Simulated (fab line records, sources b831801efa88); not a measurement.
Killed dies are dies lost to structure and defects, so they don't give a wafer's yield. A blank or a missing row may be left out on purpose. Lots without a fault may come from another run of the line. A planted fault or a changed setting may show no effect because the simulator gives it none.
Problem report in the 8D (eight disciplines) form, filled by code | flow sky130 | the parts of the form that need people (team, actions taken, sign-off) are left out

1. THE PROBLEM
run_length_s at SKY_FIELD_ISO_ETCH_17 reads a mean of 117.7 s on 3 wafers of 2 lots; wafers without a fault read 125.9 s with a standard deviation of 0.4. That is -20 standard deviations from the usual mean.
The step: etches Si in HBr/Cl2/O2, target depth 342 nm, time 97.7 s.
First seen on wafer L151.2, day 4 06:54, on rie_si-01. The record holds 33 wafers of 11 lots with a number at this step. Rule for "out", or "out of limits": more than 4 standard deviations from the usual mean. The other wafers with a number count as sound.

2. WHAT IT IS AND WHAT IT IS NOT
question                    | is                     | is not
which readings at this step | run_length_s           | drypump_motor_current_A, he_backside_leak_sccm, throttle_valve_pct
which lots                  | L151, L153             | L142, L143, L144, L149, L154, L157, L158, L162, L165
which wafers of those lots  | L151.2, L151.6, L153.2 | L151.3, L153.1, L153.5
read on which tools         | rie_si-01              | rie_si-02
when                        | from day 4 06:54       | up to then (13 sound wafers); but 17 sound wafers of L153, L154, L157, L158, L162, L165 came after

3. SUSPECTS, AND WHAT RULES EACH OUT
Counting: a tool at a process step up to the reading stays a suspect if it ran every lot that is out. Sound lots after the first of them don't rule it out here, since some wafers of a struck lot are sound.
- rie_si-01 at SKY_FIELD_ISO_ETCH_17 (etches Si in HBr/Cl2/O2, target depth 342 nm, time 97.7 s): kept. It ran every lot that is out, first L151 (day 4 06:54); its last sound lot up to then is L149 (day 3 18:59). Its own readings are out on those wafers: run_length_s.
- Within rie_si-01 at SKY_FIELD_ISO_ETCH_17: the wafers that are out ran in chamber 1; their sound lot-mates ran in chambers 2, 3.
Left after counting: rie_si-01 at SKY_FIELD_ISO_ETCH_17.

4. THE CAUSE (what the simulator had put in)
Process parameter drift: rie_si-01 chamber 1, from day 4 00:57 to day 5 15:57, at SKY_FIELD_ISO_ETCH_17. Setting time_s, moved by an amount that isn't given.
Counting left only this tool.

5. THE CHAIN OF EFFECTS, in route order
Each row: a reading whose mean over the struck wafers that have a number lies more than 3 standard deviations from the usual. Only readings for which the record gives a usual standard deviation are gone through. hours: the time from each lot's start at the first step in this table that gives one to its start at this step, as a median over the lots. sigmas: the change in usual standard deviations.
hours | step                  | reading      | usual   | on struck wafers | change | sigmas
0     | SKY_FIELD_ISO_ETCH_17 | run_length_s | 125.9 s | 117.7            | -8.2   | -20
The process steps in it:
- SKY_FIELD_ISO_ETCH_17: etches Si in HBr/Cl2/O2, target depth 342 nm, time 97.7 s.

6. WHAT WOULD HAVE CAUGHT IT SOONER
In this record the first reading out of limits was taken at day 4 06:54, 6 hours after the fault began at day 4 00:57.
